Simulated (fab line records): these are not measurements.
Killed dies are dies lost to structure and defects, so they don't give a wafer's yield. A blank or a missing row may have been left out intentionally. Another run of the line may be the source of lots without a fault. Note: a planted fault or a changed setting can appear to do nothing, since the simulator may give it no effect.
Which tool was responsible? + flow gf180mcu + Sampling: 6 lots, 18 wafers, 2 of 602 route steps

WHAT THE GAUGES SHOWED, per wafer
GF_DUAL_GATE_THK_MEAS_03.
| lot  | measured     | on            | DUAL_GATE_OXIDATION_00_THK (nm) |
|------|--------------|---------------|---------------------------------|
| L556 | day 8 06:32  | film_metro-01 | 11.16 11.01 11.10               |
| L558 | day 8 19:29  | film_metro-02 | 10.70 10.64 10.59               |
| L561 | day 10 00:32 | film_metro-01 | 10.78 10.79 10.80               |
| L563 | day 10 06:39 | film_metro-01 | 10.73 10.61 10.93               |
| L567 | day 11 09:34 | film_metro-01 | 9.69 9.76 9.65                  |
| L572 | day 12 15:38 | film_metro-01 | 10.78 10.73 10.58               |

EACH LOT AND THE TOOL THAT RAN IT (in order: tool; ch and the chambers of the sampled wafers; start)
| lot  | GF_DUAL_GATE_OXIDATION_02     |
|------|-------------------------------|
| L556 | furnace-02 ch 0, day 8 05:05  |
| L558 | furnace-02 ch 0, day 8 18:02  |
| L561 | furnace-01 ch 0, day 9 23:05  |
| L563 | furnace-02 ch 0, day 10 05:12 |
| L567 | furnace-01 ch 0, day 11 08:07 |
| L572 | furnace-02 ch 0, day 12 14:11 |
- GF_DUAL_GATE_OXIDATION_02: stabilise 600 s, purge 300 s, target thk 10.887 nm.

THE ANSWER, worked out from the rows above alone
Rule: the lots themselves supply what counts as usual. Put in order of their means at a reading, lots are off if they are a third of the lots or fewer, leave a main group of 4 or more, and stand apart from it by a gap of 3 or more times the standard deviation of the main group's means; of several such gaps the widest counts. The tables above print the reading to a certain number of digits; a main group whose means all agree to those digits is not used. Also off: a lot with no number at a reading for which 4 or more lots have one. Where the step has rows for the other lots, those lots are counted as sound.
Off: at GF_DUAL_GATE_THK_MEAS_03 (DUAL_GATE_OXIDATION_00_THK), L567. For the main group the mean is 10.80 nm and the standard deviation 0.16.
A tool fits if, at a process step before that reading, it ran every lot that is off, and no sound lot after the first of them. Those tools and the gauges at GF_DUAL_GATE_THK_MEAS_03 are tried in the same way. One fits: furnace-01 at GF_DUAL_GATE_OXIDATION_02. A fault onset in the window from L561 (day 9 23:05, its last sound lot) to L567 (day 11 08:07, its first lot off) fits.

WHAT WAS PUT IN BY THE SIMULATOR
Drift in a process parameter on furnace-01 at GF_DUAL_GATE_OXIDATION_02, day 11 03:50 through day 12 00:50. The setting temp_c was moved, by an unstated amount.
Struck lots among those shown: L567. The rule above found the same.
